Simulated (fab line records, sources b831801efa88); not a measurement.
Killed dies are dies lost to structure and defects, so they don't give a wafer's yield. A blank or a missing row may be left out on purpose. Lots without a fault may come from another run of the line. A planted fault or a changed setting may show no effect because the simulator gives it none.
A struck lot beside a sound one | flow sky130 | 14 steps out of a route of 708
Sound: wafers L638.2, L638.3, L638.5. Struck: wafers L649.2, L649.4, L649.5. The cause comes at the end.
At each step with rows: each side's tool, then ch and its chambers, then its first start. Under that, the readings that differ: sound wafers | struck wafers | difference of the means | sigmas: that difference in standard deviations of wafers without a fault.
alike: readings whose means differ by less than 2 such deviations, and words and numbers that are the same on both sides. not compared: withheld readings, readings that some wafer has no value for, bounds like >300 that may hide the same value, and numbers for which the record gives no deviation and whose values overlap.
The two part at a step that has a row with sigmas, a row that says differs or no value, or rows on one side only. Numbers that don't overlap but have no deviation are shown without sigmas and don't part them. A reading that every wafer of one side lacks parts them only if that side has two wafers or more.

first, 3 steps without rows for these wafers: SKY_METAL4_CLEAN_21 (cleans in IPA, time 180 s); SKY_METAL4_CLEAN_22 (cleans in O3/DIW); SKY_VIA4_HDPCVD_00 (deposits SiO2, target thk 1750 nm, time 291.7 s).
SKY_VIA4_THK_MEAS_01:
  sound on film_metro-03, day 44 00:47; struck on film_metro-01, day 46 14:43
  alike: VIA4_HDPCVD_THK
SKY_VIA4_CMP_02: polishes SiO2.
  sound on cmp-02 ch 1,2,3, day 44 00:56; struck on cmp-02 ch 0,1, day 46 15:05
  alike: motor_current_A, platen_rpm
SKY_VIA4_BOW_MEAS_03:
  sound on film_metro-02, day 44 01:10; struck on film_metro-03, day 46 15:25
  alike: VIA4_BOW
then, 6 steps without rows for these wafers: SKY_VIA4_DEHYDRATE_04 (time 60 s); SKY_VIA4_HMDS_05 (prime time 60 s); SKY_VIA4_COAT_06 (resist thk 1140 nm); SKY_VIA4_SOFTBAKE_07 (time 60 s); SKY_VIA4_EXPOSE_08 (exposes mask VIM4, target cd 800 nm); SKY_VIA4_PEB_09.
SKY_VIA4_DEVELOP_10: develop time 60 s.
  sound on litho_track-03 ch 0, day 44 22:22; struck on litho_track-01, day 47 11:02
  no value came back on the struck wafers for chill_plate_temp_C (C), develop_time_s (s); on the sound wafers chill_plate_temp_C (C) reads 23.11 22.99 23.01
SKY_VIA4_OVL_MEAS_11:
  sound on overlay-02, day 44 22:30; struck on overlay-01, day 47 11:10
  reading       | sound        | struck | difference                    | sigmas
  VIA4_OVL (nm) | 1.1 -0.3 0.2 | - - -  | no value on the struck wafers |

WHERE THEY PART
First at SKY_VIA4_DEVELOP_10; last, within this record, at SKY_VIA4_OVL_MEAS_11.

WHY: what the simulator had put in
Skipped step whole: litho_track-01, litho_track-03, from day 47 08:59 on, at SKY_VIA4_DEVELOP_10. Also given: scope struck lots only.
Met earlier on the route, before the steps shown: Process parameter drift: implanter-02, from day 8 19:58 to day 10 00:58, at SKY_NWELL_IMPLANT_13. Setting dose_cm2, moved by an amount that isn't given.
